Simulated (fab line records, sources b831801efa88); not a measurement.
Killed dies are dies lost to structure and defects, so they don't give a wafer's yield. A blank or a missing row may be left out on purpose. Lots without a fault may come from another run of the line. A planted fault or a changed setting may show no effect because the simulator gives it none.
fab line records | flow sky130 | part 2 of 2: steps 44 to 44 of 44
record lots=6 wafers=18 last_day=50
route steps=708 shown VIA3@591 METAL4@598 CAP2M@603 PAD_OPEN@708
lots that met no fault: from a run of the same line without faults
start_h: hours from the record's first day to the start of the lot's first wafer shown | wait_h: hours since the lot's step before | " the same as in the row above | L1.1+2: a row that stands for several wafers | - no value, or no start given | * or withheld: withheld | < > ~ a bound
route shown NAME@n: a module of which the file shows steps, and the number in the route of the first | usual: mean/standard deviation of fault-free wafers | same: alike in all rows | chamber/n: place in a boat | sites: the reading at each site | _std_site: their standard deviation | _edge_site: outer sites' mean less inner sites' | radius_mm: how far each site lies from the wafer's centre | mask NAME#n: copy n | behind: the tool/chamber that last shaped the wafer | hold: why the lot was held/for how many hours/how that ended | device: the transistor (n, p or np) that didn't switch | end of line: the same wafers' tests at the end of the route | a step without rows: its recipe alone | killed: dies lost to structure and defects at the first sort, not the wafer's yield | map: a wafer's dies, x killed, . not, _ none there
set.NAME: the setting as run; set.NAME@STEP: as run at that earlier step | model.NAME: the simulator's own value behind a step, which no gauge read
lots at some steps of the route; a table a step, a row a wafer
services: from which hour (start_h, from the record's first day; less than 0 if before it) a tool's chamber was out of use, for how many hours, and why
## steps
# step SKY_PAD_OPEN_PROBE_99
# usual defect_limited_yield=82.6/2.1 killed_at_M0_to_M3=42/7.6 killed_at_M4_up=3.4/2 killed_at_contacts=24/5.9 killed_at_front_end=16/4.5 killed_at_other=0.4/0.58 killed_dies=86/10 killed_open=47/7.6 killed_short=39/6.7
# same gross_dies=492 killed_at_back_side=0
# columns lot.wafer tool chamber start_h wait_h defect_limited_yield[%] killed_at_M0_to_M3 killed_at_M4_up killed_at_contacts killed_at_front_end killed_at_other killed_dies killed_open killed_short model.etest.tester.sort_n_pass model.etest.tester.sort_yield_pct model.etest.tester.sort_bin_5_pct model.etest.licon_pdiff.rc_ohm model.etest.licon_ndiff.rc_ohm model.etest.licon_poly.rc_ohm model.etest.cap_mim2.bv_v model.etest.cap_mim2.leak_log10_a_cm2
L757.1 prober-02 - 1070.13 0.1 83.5 45 2 20 13 1 81 54 27 411 83.54 9.756 596.7 174.8 155.2 14.31 -9.039
L757.5 prober-02 - 1070.33 0.2 82.5 47 1 23 12 3 86 51 31 406 82.52 9.959 603.2 186.2 151 14.51 -9.114
L757.6 prober-02 - 1070.38 0.2 87.0 32 0 22 9 1 64 34 29 428 86.99 6.911 599 189.2 151.1 14.53 -9.11
L760.2 prober-02 - 1096.83 0.1 81.1 41 2 30 19 1 93 46 46 399 81.1 12.6 584.5 188.7 153.5 14.01 -8.947
L760.4 prober-02 - 1096.93 0.2 82.3 46 3 26 12 0 87 51 34 405 82.32 10.98 593.9 185.7 149.8 14.17 -8.898
L760.6 prober-02 - 1097.03 0.2 78.7 41 8 31 24 1 105 54 47 387 78.66 12.8 597.5 176.4 165 14.04 -9.004
L771.2 prober-02 - 1160.31 0.1 82.3 49 4 20 14 0 87 53 34 405 82.32 9.756 584.6 183.9 152.1 14.05 -9.259
L771.5 prober-02 - 1160.46 0.2 85.4 38 3 16 15 0 72 32 40 420 85.37 7.52 578.4 177.1 155.9 13.95 -8.977
L771.6 prober-02 - 1160.51 0.2 84.6 34 3 15 23 1 76 47 28 416 84.55 9.553 602.3 194.3 162.9 14.01 -9.05
L772.2 prober-02 - 1166.73 0.1 80.3 52 9 23 13 0 97 52 45 23 4.675 87.6 549 175.5 150.2 19.35 -10.27
L772.3 prober-02 - 1166.78 0.2 82.3 40 5 25 15 2 87 44 42 405 82.32 9.553 571.6 179.8 147.2 13.24 -8.863
L772.5 prober-02 - 1166.88 0.2 80.3 51 5 20 21 0 97 51 46 395 80.28 11.99 553.5 171.5 147.5 13.79 -9.113
L773.1 prober-02 - 1168.93 0.1 83.7 45 2 22 11 0 80 49 31 412 83.74 9.553 579.5 175 146.7 13.76 -8.893
L773.4 prober-02 - 1169.08 0.2 78.7 57 7 25 16 0 105 54 51 13 2.642 88.41 561 169.3 145.5 19.6 -10.29
L773.5 prober-02 - 1169.13 0.2 83.9 37 2 28 12 0 79 47 32 413 83.94 10.37 546.1 177.2 144.7 14.24 -8.968
L780.1 prober-02 - 1200.87 1.9 84.1 50 1 17 10 0 78 42 36 414 84.15 9.146 574.8 182.4 151.1 13.93 -8.932
L780.4 prober-02 - 1201.02 2.0 81.3 33 5 40 14 0 92 48 44 400 81.3 10.57 580.5 174 151.9 13.92 -9.155
L780.5 prober-02 - 1201.07 2.1 84.8 42 1 19 13 0 75 45 30 417 84.76 8.74 603.6 183 152.4 13.63 -9.012
# killed by level:class
L757.1 VIA1:geometric_particle:open=16 VIA3:geometric_particle:open=9 LI_CONTACT:geometric_particle:open=7 CONTACT:geometric_particle:open=5 VIA2:geometric_particle:open=5 FIELD_ISO:geometric_particle:short=4 FIELD_ISO:geometric_particle:open=4 CONTACT:geometric_particle:short=4
L757.5 VIA1:geometric_particle:open=9 CONTACT:geometric_particle:open=9 VIA3:geometric_particle:open=8 VIA2:geometric_particle:open=6 LI_CONTACT:geometric_particle:open=5 VIA1:geometric_particle:short=5 CONTACT:geometric_particle:short=4 METAL1:geometric_particle:short=4
L757.6 VIA2:geometric_particle:open=7 CONTACT:geometric_particle:open=6 LI_CONTACT:geometric_particle:open=5 FIELD_ISO:geometric_particle:open=4 LOCAL_INTERCONNECT:geometric_particle:short=4 METAL2:geometric_particle:short=4 VIA3:geometric_particle:open=4 POLY_GATE:geometric_particle:short=3
L760.2 LI_CONTACT:geometric_particle:open=12 VIA3:geometric_particle:open=9 VIA1:geometric_particle:open=8 METAL2:geometric_particle:short=6 LOCAL_INTERCONNECT:geometric_particle:short=6 POLY_GATE:geometric_particle:short=5 LI_CONTACT:geometric_particle:short=5 CONTACT:geometric_particle:open=5
L760.4 CONTACT:geometric_particle:open=11 VIA1:geometric_particle:open=10 VIA3:geometric_particle:open=8 VIA2:geometric_particle:open=6 LI_CONTACT:geometric_particle:open=5 CONTACT:geometric_particle:short=5 VIA3:geometric_particle:short=5 FIELD_ISO:geometric_particle:open=4
L760.6 CONTACT:geometric_particle:open=11 VIA1:geometric_particle:open=11 VIA3:geometric_particle:open=9 FIELD_ISO:geometric_particle:short=7 LOCAL_INTERCONNECT:geometric_particle:short=6 POLY_GATE:geometric_particle:short=5 POLY_GATE:geometric_particle:open=5 LI_CONTACT:geometric_particle:open=5
L771.2 VIA1:geometric_particle:open=13 VIA3:geometric_particle:open=11 CONTACT:geometric_particle:open=9 LI_CONTACT:geometric_particle:open=5 VIA1:geometric_particle:short=5 VIA2:geometric_particle:open=5 METAL3:geometric_particle:short=4 VIA3:geometric_particle:short=4
L771.5 VIA1:geometric_particle:open=12 METAL1:geometric_particle:short=7 LOCAL_INTERCONNECT:geometric_particle:short=5 VIA2:geometric_particle:open=5 POLY_GATE:geometric_particle:short=4 CONTACT:geometric_particle:short=4 VIA1:geometric_particle:short=4 FIELD_ISO:geometric_particle:open=3
L771.6 VIA1:geometric_particle:open=8 FIELD_ISO:geometric_particle:short=8 CONTACT:geometric_particle:open=7 FIELD_ISO:geometric_particle:open=6 LI_CONTACT:geometric_particle:open=6 VIA2:geometric_particle:open=6 METAL1:geometric_particle:short=5 POLY_GATE:geometric_particle:open=3
L772.2 VIA1:geometric_particle:open=13 CONTACT:geometric_particle:open=10 VIA2:geometric_particle:open=8 VIA3:geometric_particle:open=7 VIA1:geometric_particle:short=6 METAL4:geometric_particle:short=6 FIELD_ISO:geometric_particle:short=5 METAL2:geometric_particle:short=5
L772.3 VIA1:geometric_particle:open=13 CONTACT:geometric_particle:open=13 POLY_GATE:geometric_particle:short=7 LI_CONTACT:geometric_particle:open=7 METAL2:geometric_particle:short=7 FIELD_ISO:geometric_particle:short=6 VIA1:geometric_particle:short=5 VIA3:geometric_particle:open=4
L772.5 VIA3:geometric_particle:open=11 VIA1:geometric_particle:open=11 VIA1:geometric_particle:short=11 FIELD_ISO:geometric_particle:short=9 CONTACT:geometric_particle:open=8 LI_CONTACT:geometric_particle:open=5 VIA3:geometric_particle:short=5 FIELD_ISO:geometric_particle:open=4
L773.1 VIA3:geometric_particle:open=10 VIA1:geometric_particle:open=10 CONTACT:geometric_particle:open=8 LI_CONTACT:geometric_particle:open=7 VIA1:geometric_particle:short=5 METAL2:geometric_particle:short=5 VIA2:geometric_particle:open=5 POLY_GATE:geometric_particle:short=4
L773.4 VIA1:geometric_particle:open=12 VIA1:geometric_particle:short=9 VIA3:geometric_particle:open=9 CONTACT:geometric_particle:open=8 LI_CONTACT:geometric_particle:open=6 CONTACT:geometric_particle:short=5 METAL2:geometric_particle:short=5 VIA3:geometric_particle:short=5
L773.5 LI_CONTACT:geometric_particle:open=11 CONTACT:geometric_particle:open=9 VIA3:geometric_particle:open=6 METAL1:geometric_particle:short=5 VIA1:geometric_particle:open=5 FIELD_ISO:geometric_particle:short=4 FIELD_ISO:geometric_particle:open=4 VIA1:geometric_particle:short=4
L780.1 VIA3:geometric_particle:open=9 CONTACT:geometric_particle:open=9 VIA1:geometric_particle:open=8 METAL2:geometric_particle:short=7 VIA2:geometric_particle:short=5 LOCAL_INTERCONNECT:geometric_particle:short=4 VIA1:geometric_particle:short=4 METAL1:geometric_particle:short=4
L780.4 CONTACT:geometric_particle:open=16 LOCAL_INTERCONNECT:geometric_particle:short=8 VIA1:geometric_particle:open=8 FIELD_ISO:geometric_particle:short=7 CONTACT:geometric_particle:short=6 LI_CONTACT:geometric_particle:open=5 VIA2:geometric_particle:open=5 METAL4:geometric_particle:short=4
L780.5 VIA1:geometric_particle:open=11 CONTACT:geometric_particle:open=10 VIA3:geometric_particle:open=8 VIA2:geometric_particle:open=6 METAL3:geometric_particle:short=5 LI_CONTACT:geometric_particle:open=4 VIA1:geometric_particle:short=4 FIELD_ISO:geometric_particle:open=3
## services
# columns tool chamber start_h hours kind
cmp-01 - 912.29 4.0 pm
rie_diel-01 0 920.33 3.3 repair
rie_metal-01 1 925.51 7.2 repair
pvd_sputter-01 - 932.96 5.0 repair
pecvd-01 2 935.78 5.1 repair
rie_diel-02 1 938.01 9.5 repair
pvd_sputter-01 - 941.20 2.6 repair
cmp-01 - 945.81 3.7 repair
pecvd-01 1 947.76 6.1 repair
pecvd-01 - 957.41 14.6 pm
cmp-01 - 959.13 0.3 repair
cmp-01 - 966.18 3.9 repair
rie_metal-01 1 971.59 47.0 repair
rie_diel-01 3 984.07 2.1 repair
rie_diel-01 - 991.41 0.4 repair
rie_metal-01 - 994.03 2.8 pm
pecvd-01 0 997.88 2.7 repair
pecvd-04 0 1011.61 12.1 repair
rie_metal-01 0 1018.13 6.6 repair
pecvd-01 - 1034.43 2.9 repair
cmp-01 - 1047.15 4.0 pm
rie_metal-01 0 1059.14 10.0 repair
pvd_sputter-01 - 1060.07 2.2 repair
pecvd-01 0 1080.70 2.6 repair
## key
first_sign step=SKY_CAP2M_THK_MEAS_01 reading=CAP2M_CVD_00_THK direction=up sigmas=27 usual=15.51 struck=21.63
effect step=SKY_METAL4_ETCH_17 reading=oes_product_au direction=up sigmas=21 usual=0.755 struck=0.901
model_effect step=SKY_CAP2M_CVD_00 value=SiO2_of_CAP2M_CVD_00.thk_nm without=15.44 struck=21.65
model_effect step=SKY_METAL4_ETCH_17 value=etch.depth_nm without=15.44 struck=21.65
model_effect step=SKY_PAD_OPEN_PROBE_99 value=etest.tester.sort_n_pass without=391 struck=18
met_at SKY_CAP2M_CVD_00
struck_wafers L772.2,L773.4
onset_between 954.19 1038.39
fault kind=process_parameter_drift tool=pecvd-01 chamber=1 onset_h=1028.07 steps=SKY_CAP2M_CVD_00 channel=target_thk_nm offset=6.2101 shape=step end_h=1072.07 acts_in=these_recipes_only stated=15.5
